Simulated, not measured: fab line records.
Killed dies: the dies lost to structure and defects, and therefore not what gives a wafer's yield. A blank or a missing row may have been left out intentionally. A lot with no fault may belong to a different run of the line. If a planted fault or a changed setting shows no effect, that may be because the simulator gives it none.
A lot that was struck, set against a sound lot :: flow sky130 :: 43 out of 708 route steps
Sound: these wafers, L297.1, L297.3, L297.6. Struck: wafers L291.2, L291.3, L291.5. The cause is named last.
Each step with rows lists, per side, the tool, then ch with its chambers, then its first start. Under that, the readings that differ: sound wafers :: struck wafers :: difference of the means :: sigmas: that difference in standard deviations of wafers without a fault.
alike: readings with means less than 2 such deviations apart, plus words and numbers identical on both sides. not compared: withheld readings, readings lacking a value on some wafer, bounds such as >300 that could conceal the same value, and numbers that have no deviation in the record and whose values overlap.
A row with sigmas, a row that says differs or no value, or rows on one side alone: a step with any of these is where the two part. Non-overlapping numbers with no deviation appear without sigmas and do not part them. A reading that every wafer of one side lacks parts them only if that side has two wafers or more.

first, 8 steps without rows for these wafers: SKY_VIA2_DEHYDRATE_04 (time 60 s); SKY_VIA2_HMDS_05 (prime time 60 s); SKY_VIA2_COAT_06 (resist thk 60 nm); SKY_VIA2_COAT_07 (resist thk 450 nm); SKY_VIA2_SOFTBAKE_08 (time 90 s); SKY_VIA2_EXPOSE_09 (exposes mask VIM2, target cd 200 nm); SKY_VIA2_PEB_10; SKY_VIA2_DEVELOP_11 (develop time 58.82 s).
SKY_VIA2_CD_MEAS_12: target cd 200 nm.
  struck on cdSem-02, day 39 15:24; sound on cdSem-01, day 40 16:01
  alike: cdNm
SKY_VIA2_OVL_MEAS_13:
  struck on overlay-01, day 39 15:31; sound on overlay-01, day 40 16:08
  alike: VIA2_OVL
then, 1 step without rows for these wafers: SKY_VIA2_ETCH_14 (etches BARC in N2/H2, stops on SiO2, time 45.9 s, target depth 60 nm).
SKY_VIA2_ETCH_15: etches SiO2 in C4F8/O2/Ar, stops on TiN, target depth 546 nm, time 84 s.
  sound on rieDiel-02 ch 0,2, day 40 16:13; struck on rieDiel-03 ch 1,2,3, day 39 15:35
  alike: oesProductAu
  not compared: rfHoursCounterH
SKY_VIA2_STRIP_16: strips in O2/N2.
  sound on plasmaAsher-01 ch 0,1, day 40 16:17; struck on plasmaAsher-03 ch 0, day 39 15:39
  alike: drypumpMotorCurrentA, oesProductAu, stripTimeToEndpointS
  not compared: rfHoursCounterH
then, 3 steps without rows for these wafers: SKY_VIA2_STRIP_17 (strips in post etch residue remover, time 1200 s); SKY_VIA2_CLEAN_18 (cleans in IPA, time 180 s); SKY_VIA2_CLEAN_19 (cleans in O3/DIW).
SKY_VIA2_SPUTTER_20: material TiN, target thk 20 nm, time 80 s.
  struck on pvdSputter-02, day 39 16:16; sound on pvdSputter-04, day 40 16:52
  alike: chamberPressurePa, throttleValvePct
SKY_VIA2_CVD_21: deposits W, target thk 420 nm, time 126.4 s.
  sound on cvdW-01 ch 0,1, day 40 16:56; struck on cvdW-01 ch 0,1, day 39 16:20
  alike: heaterPowerW
SKY_VIA2_RS_MEAS_22: measurement is done with a four-point probe.
  struck on filmMetro-02, day 39 16:29; sound on filmMetro-02, day 40 17:04
  alike: VIA2_W_RS
SKY_VIA2_THK_MEAS_23: measures by xrf.
  struck on filmMetro-02, day 39 16:35; sound on filmMetro-02, day 40 17:11
  alike: VIA2_W_THK
then, 4 steps without rows for these wafers: SKY_VIA2_CMP_24 (polishes, stops on SiO2, t overpolish 20 s, target thk 0 nm); SKY_METAL3_SPUTTER_00 (material Ti, target thk 15 nm, time 10 s); SKY_METAL3_SPUTTER_01 (material TiN, target thk 20 nm, time 16.7 s); SKY_METAL3_SPUTTER_02 (material AlCu, target thk 735 nm, time 39.1 s).
SKY_METAL3_SPUTTER_03: material Ti, target thk 5 nm, time 3.3 s.
  struck on pvdSputter-01, day 39 17:02; sound on pvdSputter-01, day 40 17:38
  alike: chamberPressurePa, throttleValvePct
then, 1 step without rows for these wafers: SKY_METAL3_SPUTTER_04 (material TiN, target thk 70 nm, time 58.3 s).
SKY_CAPM_CVD_00: deposits SiO2, target thk 15.5 nm.
  sound on pecvd-04 ch 1,2, day 40 17:41; struck on pecvd-04 ch 1,2, day 39 17:06
  alike: heaterPowerW
SKY_CAPM_THK_MEAS_01:
  struck on filmMetro-04, day 39 17:08; sound on filmMetro-03, day 40 17:43
  alike: CAPM_CVD_00_THK
then, 1 step without rows for these wafers: SKY_CAPM_SPUTTER_02 (material TiN, target thk 200 nm, time 166.7 s).
SKY_CAPM_RS_MEAS_03: measurement is done with a four-point probe.
  struck on filmMetro-01, day 39 17:19; sound on filmMetro-01, day 40 17:53
  alike: CAPM_TIN_RS
SKY_CAPM_THK_MEAS_04: measures by xrf.
  struck on filmMetro-01, day 39 17:25; sound on filmMetro-01, day 40 18:01
  alike: CAPM_TIN_THK
then, 7 steps without rows for these wafers: SKY_CAPM_DEHYDRATE_05 (time 60 s); SKY_CAPM_HMDS_06 (prime time 60 s); SKY_CAPM_COAT_07 (resist thk 1140 nm); SKY_CAPM_SOFTBAKE_08 (time 60 s); SKY_CAPM_EXPOSE_09 (exposes mask CAPM, target cd 1000 nm); SKY_CAPM_PEB_10; SKY_CAPM_DEVELOP_11 (develop time 60 s).
SKY_CAPM_OVL_MEAS_12:
  struck on overlay-02, day 40 16:58; sound on overlay-01, day 41 17:46
  alike: CAPM_OVL
then, 3 steps without rows for these wafers: SKY_CAPM_METAL_ETCH_13 (etches TiN in Cl2/BCl3, stops on SiO2, target depth 220 nm, time 62.9 s); SKY_CAPM_STRIP_14 (strips in O2/N2); SKY_CAPM_STRIP_15 (strips in post etch residue remover, time 1200 s).
-- the record jumps here: 8 days lie between the struck wafers' starts before and after (it left off in module CAPM and takes up again in module PAD_OPEN, whose first step shown is number 708 of the route) --
SKY_PAD_OPEN_PROBE_99:
  struck on prober-02, day 48 11:20; sound on prober-02, day 49 02:38
reading: defectLimitedYield (%)
sound: 83.3 82.1 85.8
struck: 76.6 73.8 77.6
difference: -7.7
sigmas: -4

reading: killed_at_M0_to_M3
sound: 38 47 33
struck: 87 79 78
difference: +42
sigmas: +6

reading: killedDies
sound: 82 88 70
struck: 115 129 110
difference: +38
sigmas: +4

reading: model.etest.tester.sortNPass
sound: 410 404 422
struck: 377 363 382
difference: -38
sigmas: 

reading: model.etest.tester.sortYieldPct (%)
sound: 83.33 82.11 85.77
struck: 76.63 73.78 77.64
difference: -7.72
sigmas: 

reading: model.etest.tester.sort_bin_5_pct (%)
sound: 9.756 10.77 8.537
struck: 13.21 15.45 13.62
difference: +4.41
sigmas: 

reading: model.etest.tester.sort_bin_3_pct (%)
sound: 1.016 0.4065 0.4065
struck: 3.252 3.252 2.236
difference: +2.304
sigmas: 
  alike: killed_at_M4_up, killedAtContacts, killedAtFrontEnd, killedAtOther, killedOpen, killedShort

## WHERE THEY PART
Only at SKY_PAD_OPEN_PROBE_99, as far as this record shows.

WHY: the cause the simulator had injected
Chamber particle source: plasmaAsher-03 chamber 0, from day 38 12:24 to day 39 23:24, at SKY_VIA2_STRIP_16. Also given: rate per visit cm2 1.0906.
